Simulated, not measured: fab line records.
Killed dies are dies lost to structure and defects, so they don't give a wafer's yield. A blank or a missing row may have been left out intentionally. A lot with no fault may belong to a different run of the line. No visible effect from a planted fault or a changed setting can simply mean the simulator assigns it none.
Struck lot and sound lot, side by side / flow sky130 / 16 out of 708 route steps
Sound: these wafers, L442.1, L442.2, L442.6. Struck: wafer L451.6 (left out: L451.3, L451.5 of the same lot, which were not struck); the cause appears at the end.
Order at every step that has rows: each side's tool, ch and its chambers, its first start. Under that, the readings that differ: sound wafers / struck wafers / difference of the means / sigmas: that difference in standard deviations of wafers without a fault.
alike: a reading whose means differ by less than 2 such deviations, as well as words and numbers matching on both sides. not compared: withheld readings; readings where some wafer has no value; bounds like >300 that might hide an equal value; numbers whose values overlap and for which the record gives no deviation.
Wherever a step has rows on one side only, a row that says differs or no value, or a row with sigmas, the two part there. Non-overlapping numbers with no deviation appear without sigmas and do not part them. A reading missing from all wafers of one side parts the sides only when that side holds two or more wafers.

first, 8 steps without rows for these wafers: SKY_CONTACT_DEHYDRATE_06 (time 60 s); SKY_CONTACT_HMDS_07 (prime time 60 s); SKY_CONTACT_COAT_08 (resist thk 60 nm); SKY_CONTACT_COAT_09 (resist thk 450 nm); SKY_CONTACT_SOFTBAKE_10 (time 90 s); SKY_CONTACT_EXPOSE_11 (exposes mask CTM1, target cd 170 nm); SKY_CONTACT_PEB_12; SKY_CONTACT_DEVELOP_13 (develop time 60 s).
SKY_CONTACT_CD_MEAS_14: target cd 170 nm.
  sound: cd-sem-01 at day 33 15:39; struck: cd-sem-01 at day 36 18:55
  alike: cd-nm
SKY_CONTACT_OVL_MEAS_15:
  sound: overlay-02 at day 33 15:46; struck: overlay-01 at day 36 19:00
  alike: CONTACT_OVL
SKY_CONTACT_ETCH_16: etches BARC in N2/H2, stops on SiO2, time 45.9 s, target depth 60 nm.
  sound on rie-diel-04 ch 2,3, day 33 15:49; struck on rie-diel-04 ch 1, day 36 19:02
  alike: drypump-motor-current-A, n2-flow-sccm, oes-product-au, throttle-valve-pct
  not compared: rf-hours-counter-h
SKY_CONTACT_ETCH_17: etches SiO2 in C4F8/O2/Ar, stops on Si3N4, target depth 340 nm.
  sound on rie-diel-04 ch 2,3, day 33 15:51; struck on rie-diel-04 ch 1, day 36 19:04
  alike: oes-product-au
SKY_CONTACT_ETCH_18: etches Si3N4 in CHF3/O2, stops on TiN, time 39 s, target depth 75 nm.
  sound on rie-diel-04 ch 2,3, day 33 15:00; struck on rie-diel-04 ch 1, day 36 19:00
reading=model.KrF-thick_of_CONTACT_COAT_09.thk-nm (nm); sound=247.3 240.9 248.5; struck=257.7; difference=+12.1; sigmas=
  alike: chf3-flow-sccm, drypump-motor-current-A, oes-product-au, throttle-valve-pct
  not compared: rf-hours-counter-h
SKY_CONTACT_STRIP_19: strips in O2/N2.
  sound on plasma-asher-02 ch 0,1, day 33 15:56; struck on plasma-asher-03 ch 1, day 36 19:11
reading=oes-product-au (a.u.); sound=0.382 0.384 0.377; struck=0.392; difference=+0.011; sigmas=+2
reading=strip-time-to-endpoint-s (s); sound=3.67 3.59 3.69; struck=3.77; difference=+0.12; sigmas=+3
  alike: drypump-motor-current-A, n2-flow-sccm
  not compared: rf-hours-counter-h
then, 1 step without rows for these wafers: SKY_CONTACT_STRIP_20 (strips in post etch residue remover, time 1200 s).
-- the record jumps here: 13 days lie between the struck wafers' starts before and after (it left off in module CONTACT and takes up again in module PAD_OPEN, whose first step shown is number 708 of the route) --
SKY_PAD_OPEN_PROBE_99:
  sound: prober-01 at day 47 14:00; struck: prober-01 at day 49 19:25
  alike: killed_at_M0_to_M3, killed_at_M4_up, killed-at-contacts, killed-at-front-end, killed-at-other, killed-dies, killed-on-rim, killed-open, killed-short

== WHERE THEY PART ==
Only at SKY_CONTACT_STRIP_19, as far as this record shows. Later steps at which nothing parts them and some readings are alike: SKY_PAD_OPEN_PROBE_99.

WHY: what had been put in by the simulator
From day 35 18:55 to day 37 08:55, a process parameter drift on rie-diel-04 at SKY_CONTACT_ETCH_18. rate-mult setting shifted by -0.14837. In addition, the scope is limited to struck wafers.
